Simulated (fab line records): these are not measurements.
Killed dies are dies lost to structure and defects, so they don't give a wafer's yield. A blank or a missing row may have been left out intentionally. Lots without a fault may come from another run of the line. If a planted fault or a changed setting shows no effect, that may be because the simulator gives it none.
The tool behind it: which one? :: flow sfqLine :: 45 wafers from 15 lots sampled at 4 of the route's 325 steps

## WHAT EACH GAUGE READ, for each wafer
SFQ_I4_BOW_MEAS_927.
lot: L269
measured: day 42 00:22
on: filmMetro-01
I4_BOW (um): -4 2 0

lot: L270
measured: day 42 13:06
on: filmMetro-04
I4_BOW (um): 7 5 0

lot: L271
measured: day 43 11:49
on: filmMetro-04
I4_BOW (um): -2 3 14

lot: L273
measured: day 44 17:48
on: filmMetro-03
I4_BOW (um): 10 17 21

lot: L274
measured: day 45 08:16
on: filmMetro-03
I4_BOW (um): 10 23 21

lot: L275
measured: day 45 20:26
on: filmMetro-04
I4_BOW (um): 10 16 11

lot: L277
measured: day 52 07:43
on: filmMetro-04
I4_BOW (um): -2 10 -5

lot: L278
measured: day 52 13:44
on: filmMetro-01
I4_BOW (um): 2 8 8

lot: L280
measured: day 53 16:11
on: filmMetro-03
I4_BOW (um): 23 14 12

lot: L282
measured: day 54 02:28
on: filmMetro-03
I4_BOW (um): 11 -1 -1

lot: L283
measured: day 54 04:40
on: filmMetro-01
I4_BOW (um): 21 13 21

lot: L287
measured: day 54 13:40
on: filmMetro-01
I4_BOW (um): 3 14 5

lot: L288
measured: day 54 16:41
on: filmMetro-03
I4_BOW (um): -4 4 4

lot: L290
measured: day 54 20:29
on: filmMetro-03
I4_BOW (um): 0 -4 -7

lot: L292
measured: day 55 01:40
on: filmMetro-03
I4_BOW (um): 7 1 13

SFQ_R5_OVL_MEAS_935.
lot: L269
measured: day 59 00:04
on: overlay-02
R5_OVL (nm): -8 -12 -6

lot: L270
measured: day 60 10:04
on: overlay-01
R5_OVL (nm): 6 -6 -2

lot: L271
measured: day 60 11:17
on: overlay-01
R5_OVL (nm): -10 -4 0

lot: L273
measured: day 61 01:23
on: overlay-02
R5_OVL (nm): 1 4 11

lot: L274
measured: day 62 02:55
on: overlay-01
R5_OVL (nm): 5 2 1

lot: L275
measured: day 62 06:14
on: overlay-02
R5_OVL (nm): 1 -1 3

lot: L277
measured: day 63 03:03
on: overlay-01
R5_OVL (nm): 5 0 3

lot: L278
measured: day 68 00:30
on: overlay-01
R5_OVL (nm): -11 0 -12

lot: L280
measured: day 68 21:29
on: overlay-02
R5_OVL (nm): -14 -17 -14

lot: L282
measured: day 68 23:52
on: overlay-02
R5_OVL (nm): 4 0 0

lot: L283
measured: day 69 02:16
on: overlay-02
R5_OVL (nm): -9 -3 -10

lot: L287
measured: day 69 11:16
on: overlay-01
R5_OVL (nm): 7 1 2

lot: L288
measured: day 69 12:28
on: overlay-01
R5_OVL (nm): -1 -14 -2

lot: L290
measured: day 69 17:16
on: overlay-02
R5_OVL (nm): -4 -4 1

lot: L292
measured: day 69 19:40
on: overlay-02
R5_OVL (nm): -4 -5 1

## TOOL THAT RAN EACH LOT (tool first, then ch and the chambers of the sampled wafers, then the start)
lot: L269
SFQ_TRILAYER_JJ_CE_STRIP_STRIP_120: rieMetal-04 ch 0,1, day 54 00:34
SFQ_TRILAYER_A5B_DEP_PECVD_129: pecvd-04 ch 0,1,2, day 58 17:08

lot: L270
SFQ_TRILAYER_JJ_CE_STRIP_STRIP_120: rieMetal-04 ch 0,1, day 54 15:03
SFQ_TRILAYER_A5B_DEP_PECVD_129: pecvd-02 ch 0,2, day 59 01:32

lot: L271
SFQ_TRILAYER_JJ_CE_STRIP_STRIP_120: rieMetal-02 ch 0,1, day 55 08:55
SFQ_TRILAYER_A5B_DEP_PECVD_129: pecvd-03 ch 0,1,2, day 59 16:26

lot: L273
SFQ_TRILAYER_JJ_CE_STRIP_STRIP_120: rieMetal-04 ch 0, day 56 09:55
SFQ_TRILAYER_A5B_DEP_PECVD_129: pecvd-02 ch 0,1,2, day 60 18:34

lot: L274
SFQ_TRILAYER_JJ_CE_STRIP_STRIP_120: rieMetal-04 ch 1, day 57 00:19
SFQ_TRILAYER_A5B_DEP_PECVD_129: pecvd-02 ch 0,1,2, day 61 14:14

lot: L275
SFQ_TRILAYER_JJ_CE_STRIP_STRIP_120: rieMetal-04 ch 1, day 57 06:43
SFQ_TRILAYER_A5B_DEP_PECVD_129: pecvd-04 ch 1,2, day 61 22:38

lot: L277
SFQ_TRILAYER_JJ_CE_STRIP_STRIP_120: rieMetal-01 ch 0,1, day 57 21:36
SFQ_TRILAYER_A5B_DEP_PECVD_129: pecvd-04 ch 1,2, day 62 20:14

lot: L278
SFQ_TRILAYER_JJ_CE_STRIP_STRIP_120: rieMetal-01 ch 0,1, day 58 01:12
SFQ_TRILAYER_A5B_DEP_PECVD_129: pecvd-04 ch 0,1,2, day 63 01:53

lot: L280
SFQ_TRILAYER_JJ_CE_STRIP_STRIP_120: rieMetal-02 ch 0,1, day 59 06:30
SFQ_TRILAYER_A5B_DEP_PECVD_129: pecvd-04 ch 0,1,2, day 64 04:07

lot: L282
SFQ_TRILAYER_JJ_CE_STRIP_STRIP_120: rieMetal-02 ch 0,1, day 59 08:24
SFQ_TRILAYER_A5B_DEP_PECVD_129: pecvd-02 ch 0,2, day 64 07:44

lot: L283
SFQ_TRILAYER_JJ_CE_STRIP_STRIP_120: rieMetal-01 ch 0, day 59 09:36
SFQ_TRILAYER_A5B_DEP_PECVD_129: pecvd-04 ch 0,2, day 64 12:10

lot: L287
SFQ_TRILAYER_JJ_CE_STRIP_STRIP_120: rieMetal-01 ch 0,1, day 59 14:24
SFQ_TRILAYER_A5B_DEP_PECVD_129: pecvd-03 ch 0,1, day 64 18:31

lot: L288
SFQ_TRILAYER_JJ_CE_STRIP_STRIP_120: rieMetal-01 ch 0,1, day 59 15:36
SFQ_TRILAYER_A5B_DEP_PECVD_129: pecvd-02 ch 1,2, day 64 19:43

lot: L290
SFQ_TRILAYER_JJ_CE_STRIP_STRIP_120: rieMetal-01 ch 1, day 59 18:00
SFQ_TRILAYER_A5B_DEP_PECVD_129: pecvd-03 ch 1,2, day 65 02:43

lot: L292
SFQ_TRILAYER_JJ_CE_STRIP_STRIP_120: rieMetal-01 ch 0,1, day 59 20:24
SFQ_TRILAYER_A5B_DEP_PECVD_129: pecvd-03 ch 1,2, day 65 07:31
- SFQ_TRILAYER_JJ_CE_STRIP_STRIP_120: strips in O2.
- SFQ_TRILAYER_A5B_DEP_PECVD_129: deposits SiO2 from SiH4/N2O, time 133.33 s, target thk 600 nm.

## AS READ BY THE TOOLS THEMSELVES (means over the sampled wafers that have a number; for cases with no such wafer, the mark the record gives instead)
SFQ_TRILAYER_JJ_CE_STRIP_STRIP_120.
lot: L269
tool: rieMetal-04
drypumpMotorCurrentA (A): 6.0
oesProductAu (a.u.): 1.003

lot: L270
tool: rieMetal-04
drypumpMotorCurrentA (A): 6.0
oesProductAu (a.u.): 0.998

lot: L271
tool: rieMetal-02
drypumpMotorCurrentA (A): 6.0
oesProductAu (a.u.): 1.003

lot: L273
tool: rieMetal-04
drypumpMotorCurrentA (A): 6.2
oesProductAu (a.u.): 0.976

lot: L274
tool: rieMetal-04
drypumpMotorCurrentA (A): 5.7
oesProductAu (a.u.): 1.023

lot: L275
tool: rieMetal-04
drypumpMotorCurrentA (A): 5.7
oesProductAu (a.u.): 1.024

lot: L277
tool: rieMetal-01
drypumpMotorCurrentA (A): 5.2
oesProductAu (a.u.): 1.004

lot: L278
tool: rieMetal-01
drypumpMotorCurrentA (A): 5.2
oesProductAu (a.u.): 0.998

lot: L280
tool: rieMetal-02
drypumpMotorCurrentA (A): 6.0
oesProductAu (a.u.): 1.023

lot: L282
tool: rieMetal-02
drypumpMotorCurrentA (A): 6.2
oesProductAu (a.u.): 1.001

lot: L283
tool: rieMetal-01
drypumpMotorCurrentA (A): 5.0
oesProductAu (a.u.): 0.998

lot: L287
tool: rieMetal-01
drypumpMotorCurrentA (A): 5.2
oesProductAu (a.u.): 0.997

lot: L288
tool: rieMetal-01
drypumpMotorCurrentA (A): 5.2
oesProductAu (a.u.): 0.999

lot: L290
tool: rieMetal-01
drypumpMotorCurrentA (A): 5.6
oesProductAu (a.u.): 0.996

lot: L292
tool: rieMetal-01
drypumpMotorCurrentA (A): 5.4
oesProductAu (a.u.): 0.991

SFQ_TRILAYER_A5B_DEP_PECVD_129.
lot: L269
tool: pecvd-04
heaterPowerOuterW (W): 31
heaterPowerW (W): 82
rfFwdPowerW (W): 182.6
throttleValvePct (%): 24.3

lot: L270
tool: pecvd-02
heaterPowerOuterW (W): 42
heaterPowerW (W): 104
rfFwdPowerW (W): 182.1
throttleValvePct (%): 24.9

lot: L271
tool: pecvd-03
heaterPowerOuterW (W): 38
heaterPowerW (W): 99
rfFwdPowerW (W): 182.6
throttleValvePct (%): 23.5

lot: L273
tool: pecvd-02
heaterPowerOuterW (W): 41
heaterPowerW (W): 100
rfFwdPowerW (W): 181.7
throttleValvePct (%): 25.1

lot: L274
tool: pecvd-02
heaterPowerOuterW (W): 42
heaterPowerW (W): 102
rfFwdPowerW (W): 182.2
throttleValvePct (%): 25.2

lot: L275
tool: pecvd-04
heaterPowerOuterW (W): 35
heaterPowerW (W): 95
rfFwdPowerW (W): 182.2
throttleValvePct (%): 23.9

lot: L277
tool: pecvd-04
heaterPowerOuterW (W): 30
heaterPowerW (W): 82
rfFwdPowerW (W): 182.3
throttleValvePct (%): 24.7

lot: L278
tool: pecvd-04
heaterPowerOuterW (W): 27
heaterPowerW (W): 77
rfFwdPowerW (W): 172.5
throttleValvePct (%): 24.3

lot: L280
tool: pecvd-04
heaterPowerOuterW (W): 33
heaterPowerW (W): 86
rfFwdPowerW (W): 172.3
throttleValvePct (%): 24.5

lot: L282
tool: pecvd-02
heaterPowerOuterW (W): 38
heaterPowerW (W): 98
rfFwdPowerW (W): 182.3
throttleValvePct (%): 26.2

lot: L283
tool: pecvd-04
heaterPowerOuterW (W): 30
heaterPowerW (W): 83
rfFwdPowerW (W): 172.5
throttleValvePct (%): 24.0

lot: L287
tool: pecvd-03
heaterPowerOuterW (W): 43
heaterPowerW (W): 106
rfFwdPowerW (W): 181.8
throttleValvePct (%): 24.1

lot: L288
tool: pecvd-02
heaterPowerOuterW (W): 36
heaterPowerW (W): 90
rfFwdPowerW (W): 183.0
throttleValvePct (%): 25.3

lot: L290
tool: pecvd-03
heaterPowerOuterW (W): 27
heaterPowerW (W): 89
rfFwdPowerW (W): 182.7
throttleValvePct (%): 24.6

lot: L292
tool: pecvd-03
heaterPowerOuterW (W): 28
heaterPowerW (W): 90
rfFwdPowerW (W): 182.2
throttleValvePct (%): 24.7

## THE ANSWER, worked out from the rows above alone
Rule: the lots themselves supply what counts as usual. Put in order of their means at a reading, lots are off if they are a third of the lots or fewer, leave a main group of 4 or more, and stand apart from it by a gap of 3 or more times the standard deviation of the main group's means; of several such gaps the widest counts. A main group whose means are all the same, to the digits that the tables above print for the reading, isn't used. Also off: a lot with no number at a reading for which 4 or more lots have one. Where the step has rows for the other lots, those lots are counted as sound. Order of review: gauges by route order, followed by the tools' own readings, for which a lot's mean as printed above is used. At the first step where some lot is off, the reading lying furthest off is the one used; lots without a number count as furthest.
Off at SFQ_TRILAYER_A5B_DEP_PECVD_129 (rfFwdPowerW): L278, L280, L283. The main group: mean 182.3 W, standard deviation 0.35.
A tool fits if, at that step or a process step before it, it ran every lot that is off, and no sound lot after the first of them. One candidate fits, namely pecvd-04 at SFQ_TRILAYER_A5B_DEP_PECVD_129. Its last sound lot is L277 (day 62 20:14), its first lot that is off L278 (day 63 01:53): a fault that began between those two fits.
The tool's own readings at SFQ_TRILAYER_A5B_DEP_PECVD_129 bear it out: on the lots that are off they differ by more than 5 times the standard deviation of the sound lots' means. rfFwdPowerW reads 172.4 W there against 182.3 W on the sound lots.

## WHAT THE SIMULATOR HAD PUT IN
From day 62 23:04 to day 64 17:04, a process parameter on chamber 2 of pecvd-04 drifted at SFQ_TRILAYER_A5B_DEP_PECVD_129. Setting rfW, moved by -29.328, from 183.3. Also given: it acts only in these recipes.
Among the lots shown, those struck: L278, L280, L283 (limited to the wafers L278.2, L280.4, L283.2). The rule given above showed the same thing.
